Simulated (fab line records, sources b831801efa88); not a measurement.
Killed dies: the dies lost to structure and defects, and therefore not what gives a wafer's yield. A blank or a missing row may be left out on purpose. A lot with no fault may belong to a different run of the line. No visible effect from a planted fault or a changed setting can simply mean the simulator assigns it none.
One fault through the eyes of 2 desks :: flow sfq line :: every desk sees just its own numbers, and what lay behind them comes last

== FOR THE TOOL OWNER'S DESK: krf scanner-01 ==
The tool's own readings at SFQ_TRILAYER_M1_LITHO_EXPOSE_040 (exposes mask M1, target cd 500 nm): means of the sampled wafers that have a number, for each lot that ran on this tool. The brackets show how far a lot's mean lies from the usual mean; more than 4 standard deviations puts the lot out of limits, marked OUT.
Columns: A = exposure dose mJ cm2 at SFQ_TRILAYER_M1_LITHO_EXPOSE_040, usual 14.399
lot: L569
first seen here: day 25 16:27
A: 14.397

lot: L574
first seen here: day 26 21:34
A: 14.846 (+26) OUT

lot: L575
first seen here: day 26 22:34
A: 14.855 (+27) OUT

lot: L576
first seen here: day 26 23:34
A: 14.858 (+27) OUT
This desk's verdict: out of limits on L574, L575, L576, starting with L574 at day 26 21:34 (exposure dose mJ cm2 at SFQ_TRILAYER_M1_LITHO_EXPOSE_040). Within limits: L569.

== THE METROLOGY DESK ==
What the gauges read, lot by lot, whatever tool the lot ran on: means of the sampled wafers that have a number. The brackets show how far a lot's mean lies from the usual mean; more than 4 standard deviations puts the lot out of limits, marked OUT.
Columns: A = I0_OVL at SFQ_I0_OVL_MEAS_908, usual 3 nm; B = M1_NB_RS at SFQ_M1_RS_MEAS_909, usual 0.887 ohm/sq; C = M1_OVL at SFQ_M1_OVL_MEAS_911, usual 1 nm
lot: L564
first seen here: day 15 21:56
A: 1
B: 0.903
C: 3

lot: L567
first seen here: day 18 00:36
A: 4
B: 0.891
C: -5

lot: L569
first seen here: day 18 18:26
A: 12
B: 0.899
C: -3

lot: L570
first seen here: day 19 08:34
A: 11
B: 0.879
C: -8

lot: L574
first seen here: day 20 16:26
A: 4
B: 0.894
C: 6

lot: L575
first seen here: day 21 12:50
A: -5
B: 0.898
C: 4

lot: L576
first seen here: day 22 03:47
A: 4
B: 0.886
C: -2
This desk's finding: nothing out of limits on any of the 7 lots.

== PUT TOGETHER ==
On L574, L575, L576, at day 26 21:34, an alarm was possible from the tool owner's desk.
Metrology desk: nothing out of limits seen.
The metrology desk has L574, L575, L576 on record, within its limits.
SFQ_TRILAYER_M1_LITHO_EXPOSE_040 was run on krf scanner-01 by each of the lots named.

== WHAT THE SIMULATOR HAD INSERTED ==
Drift in process parameters on krf scanner-01 at SFQ_TRILAYER_M1_LITHO_EXPOSE_040, starting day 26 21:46. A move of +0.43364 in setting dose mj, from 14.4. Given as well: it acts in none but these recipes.
Lots struck among those shown: L574, L575, L576.
